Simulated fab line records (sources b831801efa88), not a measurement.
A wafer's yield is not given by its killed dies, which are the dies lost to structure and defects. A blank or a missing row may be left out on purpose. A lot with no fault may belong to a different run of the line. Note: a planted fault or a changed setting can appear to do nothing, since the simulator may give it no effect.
Which tool is to blame? ; flow gf180mcu ; Sampling: 12 lots, 36 wafers, 5 of 602 route steps

## WHAT THE GAUGES READ, wafer by wafer
GF_PASSIVATION_THK_MEAS_01. Usual: PASSIVATION_CVD_00_THK 1004 nm, standard deviation 13.
lot;measured;on;PASSIVATION_CVD_00_THK (nm);flag
L412;day 27 21:34;film-metro-03;1006 1004 1016;
L414;day 28 16:56;film-metro-04;1000 1001 1025;
L415;day 29 04:34;film-metro-02;996 1001 1008;
L417;day 29 21:50;film-metro-04;1007 992 997;
L416;day 29 23:24;film-metro-03;1012 994 1019;
L418;day 31 02:19;film-metro-03;996 1001 1004;
L420;day 31 06:28;film-metro-03;999 1005 1012;
L424;day 32 03:14;film-metro-03;1104 1121 1126;OFF
L428;day 32 22:19;film-metro-02;1102 1101 1120;OFF
L431;day 33 13:53;film-metro-04;993 980 1013;
L432;day 33 15:14;film-metro-03;1004 1002 1023;
L434;day 34 05:07;film-metro-04;985 1018 1004;

## EACH LOT AND THE TOOL THAT RAN IT (in order: tool; ch and the chambers of the sampled wafers; start)
lot;GF_V5_CVD_02;GF_V5_ETCH_16;GF_TOP_METAL_SPUTTER_02;GF_PASSIVATION_CVD_00
L412;pecvd-04 ch 0,1, day 26 01:08;rie-diel-01 ch 1,2,3, day 26 22:45;pvd-sputter-03, day 27 00:16;pecvd-01 ch 1,2, day 27 21:28
L414;pecvd-02 ch 0,2, day 26 22:26;rie-diel-01 ch 0,1, day 27 19:22;pvd-sputter-02, day 27 20:54;pecvd-03 ch 0,1,2, day 28 16:51
L415;pecvd-02 ch 0,2, day 27 11:11;rie-diel-03 ch 0,1, day 28 06:53;pvd-sputter-03, day 28 08:25;pecvd-04 ch 1,2, day 29 04:29
L417;pecvd-01 ch 0,2, day 28 04:57;rie-diel-01 ch 0,2,3, day 29 00:27;pvd-sputter-04, day 29 01:58;pecvd-01 ch 0,1,2, day 29 21:46
L416;pecvd-04 ch 0,1, day 28 07:26;rie-diel-02 ch 1,3, day 29 02:37;pvd-sputter-03, day 29 04:07;pecvd-01 ch 0,1, day 29 23:19
L418;pecvd-01 ch 0,1, day 29 09:42;rie-diel-01 ch 1,2,3, day 30 05:03;pvd-sputter-02, day 30 06:34;pecvd-04 ch 0,2, day 31 02:10
L420;pecvd-04 ch 0,1,2, day 29 14:04;rie-diel-01 ch 0,1, day 30 09:32;pvd-sputter-02, day 30 11:24;pecvd-03 ch 0,2, day 31 06:23
L424;pecvd-02 ch 0,1,2, day 30 12:03;rie-diel-02 ch 0,2,3, day 31 06:21;pvd-sputter-02, day 31 08:13;pecvd-03 ch 0,1,2, day 32 03:08
L428;pecvd-01 ch 0,1,2, day 31 08:14;rie-diel-02 ch 0,2,3, day 32 02:30;pvd-sputter-02, day 32 04:22;pecvd-03 ch 0,2, day 32 22:14
L431;pecvd-02 ch 0,1,2, day 32 02:02;rie-diel-03 ch 0,1,3, day 32 19:09;pvd-sputter-03, day 32 20:41;pecvd-01 ch 0,1,2, day 33 13:48
L432;pecvd-04 ch 0,1, day 32 02:52;rie-diel-02 ch 1,2, day 32 20:27;pvd-sputter-02, day 32 21:58;pecvd-01 ch 1,2, day 33 15:10
L434;pecvd-04 ch 0,2, day 32 18:22;rie-diel-02 ch 1,2,3, day 33 10:51;pvd-sputter-03, day 33 12:47;pecvd-01 ch 0,2, day 34 05:02
- GF_V5_CVD_02: deposits SiO2 from TEOS, target thk 1450 nm, time 163.28 s.
- GF_V5_ETCH_16: etches BARC in N2/H2.
- GF_TOP_METAL_SPUTTER_02: material AlCu, target thk 900 nm, time 47.82 s.
- GF_PASSIVATION_CVD_00: deposits SiO2 from TEOS, target thk 1000 nm, time 111.95 s.

## WHAT THE TOOLS THEMSELVES READ (means of the sampled wafers that have a number; where no wafer has one, the mark that the record gives instead)
GF_V5_CVD_02. Usual: heater-power-w 677 W, standard deviation 100; rf-fwd-power-W 597.0 W, standard deviation 1.7.
lot;tool;heater-power-w (W);rf-fwd-power-W (W);flag
L412;pecvd-04;629;596.3;
L414;pecvd-02;632;594.5;
L415;pecvd-02;629;597.1;
L417;pecvd-01;685;595.2;
L416;pecvd-04;646;596.6;
L418;pecvd-01;743;596.4;
L420;pecvd-04;656;596.9;
L424;pecvd-02;632;596.6;
L428;pecvd-01;672;597.9;
L431;pecvd-02;679;598.0;
L432;pecvd-04;582;599.3;
L434;pecvd-04;651;600.0;

GF_V5_ETCH_16. Usual: drypump-motor-current-A 5.9 A, standard deviation 0.35; oes-product-au 0.855 a.u., standard deviation 0.0045; throttle-valve-pct 13.226 %, standard deviation 0.0092.
lot;tool;drypump-motor-current-A (A);oes-product-au (a.u.);throttle-valve-pct (%);flag
L412;rie-diel-01;5.7;0.855;13.223;
L414;rie-diel-01;5.8;0.855;13.218;
L415;rie-diel-03;6.4;0.855;13.224;
L417;rie-diel-01;5.8;0.851;13.231;
L416;rie-diel-02;5.8;0.860;13.221;
L418;rie-diel-01;5.7;0.853;13.226;
L420;rie-diel-01;5.8;0.860;13.221;
L424;rie-diel-02;5.8;0.857;13.230;
L428;rie-diel-02;5.8;0.857;13.233;
L431;rie-diel-03;6.1;0.857;13.221;
L432;rie-diel-02;6.1;0.848;13.230;
L434;rie-diel-02;5.9;0.856;13.232;

GF_TOP_METAL_SPUTTER_02. Usual: 30.3 % for throttle-valve-pct, sd 1.
lot;tool;throttle-valve-pct (%);flag
L412;pvd-sputter-03;30.9;
L414;pvd-sputter-02;30.6;
L415;pvd-sputter-03;30.5;
L417;pvd-sputter-04;30.1;
L416;pvd-sputter-03;30.0;
L418;pvd-sputter-02;30.9;
L420;pvd-sputter-02;30.9;
L424;pvd-sputter-02;31.0;
L428;pvd-sputter-02;30.3;
L431;pvd-sputter-03;30.7;
L432;pvd-sputter-02;31.4;
L434;pvd-sputter-03;30.4;

GF_PASSIVATION_CVD_00. Usual: heater-power-w 669 W, standard deviation 94; rf-fwd-power-W 596.0 W, standard deviation 2.1.
lot;tool;heater-power-w (W);rf-fwd-power-W (W);flag
L412;pecvd-01;774;595.0;
L414;pecvd-03;592;597.0;
L415;pecvd-04;703;596.1;
L417;pecvd-01;691;595.6;
L416;pecvd-01;736;594.0;
L418;pecvd-04;710;598.3;
L420;pecvd-03;635;594.5;
L424;pecvd-03;573;836.0;OFF
L428;pecvd-03;574;834.9;OFF
L431;pecvd-01;685;597.4;
L432;pecvd-01;794;596.4;
L434;pecvd-01;646;597.0;

## THE ANSWER, worked out from the rows above alone
Rule: lot off if the mean of its wafers having a number is beyond 3 standard deviations from the usual mean. Also off: a lot with no number at a reading for which 4 or more lots have one. Any other lot the step has rows for is counted as sound. First the gauges in route order, then the tools' own readings, where a lot's mean is used as printed above. At the first step where some lot is off, the reading lying furthest off is the one used; lots without a number count as furthest.
Off: L424, L428, at GF_PASSIVATION_THK_MEAS_01 (PASSIVATION_CVD_00_THK).
If a tool, at a process step before that reading, ran all the lots that are off and no sound lot after the first of them, it fits. The gauges at GF_PASSIVATION_THK_MEAS_01 aren't tried: what is off there is off at GF_PASSIVATION_CVD_00 too, on other tools, and a gauge's error can't cause that. One candidate fits, namely pecvd-03 at GF_PASSIVATION_CVD_00. Its last sound lot is L420 (day 31 06:23), its first lot that is off L424 (day 32 03:08): a fault that began between those two fits.
On the lots that are off, the tool's own readings at GF_PASSIVATION_CVD_00 differ by more than 5 times the standard deviation of the sound lots' means, which bears it out; rf-fwd-power-W reads 835.5 W there versus 596.1 W on the sound lots.

## WHAT THE SIMULATOR PUT IN
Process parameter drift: pecvd-03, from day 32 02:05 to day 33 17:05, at GF_PASSIVATION_CVD_00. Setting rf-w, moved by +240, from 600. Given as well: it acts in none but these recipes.
Lots struck among those shown: L424, L428. The rule given above showed the same thing.
